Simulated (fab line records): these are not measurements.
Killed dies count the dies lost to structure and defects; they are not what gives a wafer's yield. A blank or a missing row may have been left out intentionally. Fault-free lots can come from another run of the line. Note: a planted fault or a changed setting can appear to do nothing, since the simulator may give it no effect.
A struck lot beside a sound one | flow sfq line | 42 out of 325 route steps
Sound: the wafers L698.1, L698.3, L698.4. Struck: wafer L710.6; the same lot's L710.1 was not struck, so it is left out; see the end for the cause.
At each step with rows: each side's tool, then ch and its chambers, then its first start. Under that, the readings that differ: sound wafers | struck wafers | difference of the means | sigmas: that difference in standard deviations of wafers without a fault.
alike: readings whose means differ by less than 2 such deviations, and words and numbers that are the same on both sides. not compared: withheld readings, readings that some wafer has no value for, bounds like >300 that may hide the same value, and numbers for which the record gives no deviation and whose values overlap.
A row with sigmas, a row that says differs or no value, or rows on one side alone: a step with any of these is where the two part. Numbers that don't overlap but have no deviation are shown without sigmas and don't part them. A reading that every wafer of one side lacks parts them only if that side has two wafers or more.

first, 6 steps without rows for these wafers: SFQ_TRILAYER_I4_VIA_LITHO_COAT_108 (resist thk 62 nm); SFQ_TRILAYER_I4_VIA_LITHO_COAT_103 (resist thk 650 nm); SFQ_TRILAYER_I4_VIA_LITHO_SOFTBAKE_107; SFQ_TRILAYER_I4_VIA_LITHO_EXPOSE_104 (exposes mask I4, target cd 700 nm); SFQ_TRILAYER_I4_VIA_LITHO_PEB_106 (peb time 60 s); SFQ_TRILAYER_I4_VIA_LITHO_DEVELOP_105 (time 60 s).
SFQ_I4_OVL_MEAS_928:
  sound on overlay-02, day 64 03:40; struck on overlay-02, day 66 21:55
  alike: I4_OVL
SFQ_TRILAYER_I4_VIA_BARC_OPEN_VIA_ETCH_146: etches BARC in O2, target depth 125 nm, time 41.7 s.
  sound on rie diel-04 ch 1,2,3, day 64 03:42; struck on rie diel-01 ch 3, day 66 21:57
  alike: drypump motor current A, oes product au
  not compared: rf hours counter h
SFQ_TRILAYER_I4_VIA_ETCH_VIA_ETCH_106: etches SiO2 in CHF3, stops on Nb, target depth 260 nm.
  sound on rie diel-04 ch 1,2,3, day 64 03:44; struck on rie diel-01 ch 3, day 66 21:59
  alike: drypump motor current A, oes product au
SFQ_TRILAYER_I4_VIA_STRIP_STRIP_107: strips in O2.
  sound on rie metal-04 ch 0,1, day 64 03:52; struck on rie metal-01 ch 0, day 66 22:07
  alike: drypump motor current A, he backside leak sccm, oes product au
  not compared: rf hours counter h
then, 2 steps without rows for these wafers: SFQ_TRILAYER_I4_VIA_STRIP_SOLV_CLEAN_108 (cleans in NMP, time 600 s); SFQ_TRILAYER_JJ_TRILAYER_DEP_PRE_CLEAN_113 (time 22.5 s).
SFQ_TRILAYER_JJ_TRILAYER_DEP_SPUTTER_109: material Nb, target thk 150 nm, time 100 s.
  sound on pvd sputter-03, day 64 04:40; struck on pvd sputter-05, day 66 22:55
  reading                                                      | sound             | struck | difference | sigmas
  throttle valve pct (%)                                       | 29.9 31.3 31.3    | 27.9   | -2.9       | -3
  model.Nb_of_TRILAYER_JJ_TRILAYER_DEP_SPUTTER_109.thk nm (nm) | 151.5 151.6 152.4 | 132.9  | -18.9      |
then, 3 steps without rows for these wafers: SFQ_TRILAYER_JJ_TRILAYER_DEP_SPUTTER_110 (material Al, target thk 8 nm, time 10 s); SFQ_TRILAYER_JJ_TRILAYER_DEP_AL_OXIDATION_111 (oxidation time 600 s); SFQ_TRILAYER_JJ_TRILAYER_DEP_SPUTTER_112 (material Nb, target thk 170 nm, time 113.3 s).
SFQ_JJ_RS_MEAS_929: a four-point-probe measurement.
  sound on film metro-03, day 64 05:50; struck on film metro-04, day 67 00:05
  alike: JJ_NB_RS
then, 6 steps without rows for these wafers: SFQ_TRILAYER_JJ_CE_LITHO_COAT_119 (resist thk 62 nm); SFQ_TRILAYER_JJ_CE_LITHO_COAT_114 (resist thk 600 nm); SFQ_TRILAYER_JJ_CE_LITHO_SOFTBAKE_118; SFQ_TRILAYER_JJ_CE_LITHO_EXPOSE_115 (exposes mask J5, target cd 700 nm); SFQ_TRILAYER_JJ_CE_LITHO_PEB_117 (peb time 60 s); SFQ_TRILAYER_JJ_CE_LITHO_DEVELOP_116 (time 60 s).
-- the record jumps here: 5 days lie between the struck wafers' starts before and after --
SFQ_JJ_OVL_MEAS_931:
  sound on overlay-01, day 68 16:10; struck on overlay-01, day 71 13:08
  alike: J5_OVL
then, 4 steps without rows for these wafers: SFQ_TRILAYER_JJ_CE_METRO_MEASURE_117; SFQ_TRILAYER_JJ_CE_BARC_OPEN_RIE_150 (chemistry O2, target BARC, target depth 240 nm, time 80 s); SFQ_TRILAYER_JJ_CE_ETCH_RIE_118 (chemistry SF6, target Nb, stops on Al2O3, time 97.7 s, target depth 170 nm); SFQ_TRILAYER_JJ_ANODIZE_ANODIZE_119.
SFQ_TRILAYER_JJ_CE_STRIP_STRIP_120: strips in O2.
  sound on rie metal-02 ch 0,1, day 68 18:12; struck on rie metal-01 ch 1, day 71 15:04
  alike: drypump motor current A, he backside leak sccm, oes product au
  not compared: rf hours counter h
then, 7 steps without rows for these wafers: SFQ_TRILAYER_JJ_CE_STRIP_SOLV_CLEAN_121 (cleans in NMP, time 600 s); SFQ_TRILAYER_M5_LITHO_COAT_128 (resist thk 62 nm); SFQ_TRILAYER_M5_LITHO_COAT_123 (resist thk 600 nm); SFQ_TRILAYER_M5_LITHO_SOFTBAKE_127; SFQ_TRILAYER_M5_LITHO_EXPOSE_124 (exposes mask M5, target cd 700 nm); SFQ_TRILAYER_M5_LITHO_PEB_126 (peb time 60 s); SFQ_TRILAYER_M5_LITHO_DEVELOP_125 (time 60 s).
-- the record jumps here: 4 days lie between the struck wafers' starts before and after --
SFQ_M5_OVL_MEAS_932:
  sound on overlay-01, day 73 01:23; struck on overlay-02, day 75 19:51
  alike: M5_OVL
SFQ_TRILAYER_M5_BARC_OPEN_METAL_ETCH_161: etches BARC in O2, target depth 125 nm, time 41.7 s.
  sound on rie metal-02 ch 0,1, day 73 01:25; struck on rie metal-02 ch 1, day 75 19:53
  alike: drypump motor current A, he backside leak sccm, oes product au
  not compared: rf hours counter h
SFQ_TRILAYER_M5_ETCH_METAL_ETCH_126: etches Nb in Cl2/BCl3, stops on SiO2, time 203.2 s, target depth 265 nm.
  sound on rie metal-02 ch 0,1, day 73 01:28; struck on rie metal-02 ch 1, day 75 19:57
  reading                        | sound             | struck | difference | sigmas
  oes product au (a.u.)          | 0.735 0.730 0.737 | 0.689  | -0.045     | -7
  model.etch.depth nm (nm)       | 151.5 151.6 152.4 | 132.9  | -18.9      |
  model.M5.feature depth nm (nm) | 163.8 163.9 164.9 | 145.2  | -19.0      |
  alike: drypump motor current A, he backside leak sccm
  not compared: rf hours counter h
then, 2 steps without rows for these wafers: SFQ_TRILAYER_M5_STRIP_STRIP_127 (strips in O2); SFQ_TRILAYER_M5_STRIP_SOLV_CLEAN_128 (cleans in NMP, time 600 s).
-- the record jumps here: 19 days lie between the struck wafers' starts before and after --
SFQ_M8_BOW_MEAS_951:
  sound on film metro-04, day 83 02:53; struck on film metro-01, day 95 01:38
  reading                 | sound             | struck | difference | sigmas
  model.etest.m5.ohm um   | 1.684 1.684 1.664 | 1.923  | +0.246     |
  model.etest.i4.link ohm | 2.147 2.163 2.163 | 2.342  | +0.184     |
  model.etest.i5.link ohm | 2.235 2.264 2.253 | 2.41   | +0.16      |
  model.etest.m5.ohm sq   | 1.176 1.176 1.17  | 1.341  | +0.167     |
  alike: M8_BOW

## WHERE THEY PART
First at SFQ_TRILAYER_JJ_TRILAYER_DEP_SPUTTER_109; last, within this record, at SFQ_TRILAYER_M5_ETCH_METAL_ETCH_126. Later steps at which nothing parts them and some readings are alike: SFQ_M8_BOW_MEAS_951.

WHY: what the simulator had put in
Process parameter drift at SFQ_TRILAYER_JJ_TRILAYER_DEP_SPUTTER_109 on pvd sputter-05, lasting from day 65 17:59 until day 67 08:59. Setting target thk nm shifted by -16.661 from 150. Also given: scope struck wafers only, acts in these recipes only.
